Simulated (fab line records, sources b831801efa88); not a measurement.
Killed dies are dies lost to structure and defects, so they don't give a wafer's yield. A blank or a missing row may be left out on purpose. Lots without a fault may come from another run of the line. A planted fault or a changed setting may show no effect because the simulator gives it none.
A struck lot beside a sound one | flow sky130 | 15 steps out of a route of 708
Sound: wafers L246.1, L246.2, L246.5. Struck: wafers L240.1, L240.2, L240.4. The cause comes at the end.
At each step with rows: each side's tool, then ch and its chambers, then its first start. Under that, the readings that differ: sound wafers | struck wafers | difference of the means | sigmas: that difference in standard deviations of wafers without a fault.
alike: readings whose means differ by less than 2 such deviations, and words and numbers that are the same on both sides. not compared: withheld readings, readings that some wafer has no value for, bounds like >300 that may hide the same value, and numbers for which the record gives no deviation and whose values overlap.
The two part at a step that has a row with sigmas, a row that says differs or no value, or rows on one side only. Numbers that don't overlap but have no deviation are shown without sigmas and don't part them. A reading that every wafer of one side lacks parts them only if that side has two wafers or more.

first, 4 steps without rows for these wafers: SKY_VIA3_SOFTBAKE_08 (time 90 s); SKY_VIA3_EXPOSE_09 (exposes mask VIM3, target cd 200 nm); SKY_VIA3_PEB_10; SKY_VIA3_DEVELOP_11 (develop time 60 s).
SKY_VIA3_CD_MEAS_12: target cd 200 nm.
  sound on cd_sem-02, day 45 01:07; struck on cd_sem-02, day 43 15:32
  reading    | sound             | struck            | difference | sigmas
  cd_nm (nm) | 196.5 197.1 196.5 | 198.9 200.3 200.2 | +3.1       | +2
SKY_VIA3_OVL_MEAS_13:
  sound on overlay-02, day 45 01:14; struck on overlay-01, day 43 15:40
  alike: VIA3_OVL
SKY_VIA3_ETCH_14: etches BARC in N2/H2, stops on SiO2, time 45.9 s, target depth 60 nm.
  sound on rie_diel-01 ch 0,1, day 45 01:16; struck on rie_diel-01 ch 0,2,3, day 43 15:41
  alike: drypump_motor_current_A, oes_product_au, throttle_valve_pct
  not compared: rf_hours_counter_h
SKY_VIA3_ETCH_15: etches SiO2 in C4F8/O2/Ar, stops on TiN, target depth 507 nm, time 78 s.
  sound on rie_diel-01 ch 0,1, day 45 01:19; struck on rie_diel-01 ch 0,2,3, day 43 15:44
  alike: oes_product_au
SKY_VIA3_STRIP_16: strips in O2/N2.
  sound on plasma_asher-03 ch 0,1, day 45 01:23; struck on plasma_asher-03 ch 0,1, day 43 15:47
  reading                      | sound             | struck            | difference | sigmas
  strip_time_to_endpoint_s (s) | 4.194 4.179 4.172 | 4.123 4.121 4.148 | -0.051     | -2
  alike: drypump_motor_current_A, oes_product_au
  not compared: rf_hours_counter_h
then, 3 steps without rows for these wafers: SKY_VIA3_STRIP_17 (strips in post etch residue remover, time 1200 s); SKY_VIA3_CLEAN_18 (cleans in IPA, time 180 s); SKY_VIA3_CLEAN_19 (cleans in O3/DIW).
SKY_VIA3_SPUTTER_20: material TiN, target thk 20 nm, time 80 s.
  sound on pvd_sputter-01, day 45 01:58; struck on pvd_sputter-04, day 43 16:25
  no value came back on the struck wafers for cathode_dc_power_W (W), chamber_pressure_pa (Pa), throttle_valve_pct (%); on the sound wafers cathode_dc_power_W (W) reads 3999.1 3999.9 4000.5
SKY_VIA3_CVD_21: deposits W, target thk 390 nm, time 117.31 s.
  sound on cvd_w-02 ch 0,1, day 45 02:02; struck on cvd_w-01 ch 0,1, day 43 16:29
  alike: chamber_pressure_Torr, heater_power_w
-- the record jumps here: 6 days lie between the struck wafers' starts before and after (it left off in module VIA3 and takes up again in module PAD_OPEN, whose first step shown is number 708 of the route) --
SKY_PAD_OPEN_PROBE_99:
  sound on prober-02, day 50 08:17; struck on prober-02, day 49 06:33
  reading                  | sound          | struck                                                               | difference                   | sigmas
  hold                     | - - -          | await_dispo/6.5h/scrap await_dispo/6.5h/scrap await_dispo/6.5h/scrap | no value on the sound wafers |
  defect_limited_yield (%) | 82.7 83.7 80.7 | 0 0 0                                                                | -82                          | -43
  killed_at_M0_to_M3       | 42 39 48       | 448 433 439                                                          | +397                         | +55
  killed_dies              | 85 80 95       | 492 492 492                                                          | +405                         | +44
  killed_on_rim            | 25 13 20       | 96 96 96                                                             | +77                          | +21
  sort_bin_5_function (%)  | 10.4 9.8 11.2  | 93.3 91.5 91.7                                                       | +81.7                        | +54
  sort_n_pass              | 407 412 397    | 0 0 0                                                                | -405                         | -44
  sort_yield_pct (%)       | 82.7 83.7 80.7 | 0 0 0                                                                | -82                          | -43
  alike: killed_at_M4_up, killed_at_contacts, killed_at_front_end, killed_at_other, killed_open, killed_short, sort_bin_3_pad_short, sort_bin_6_memory

WHERE THEY PART
First at SKY_VIA3_CD_MEAS_12; last, within this record, at SKY_PAD_OPEN_PROBE_99.

WHY: what the simulator had put in
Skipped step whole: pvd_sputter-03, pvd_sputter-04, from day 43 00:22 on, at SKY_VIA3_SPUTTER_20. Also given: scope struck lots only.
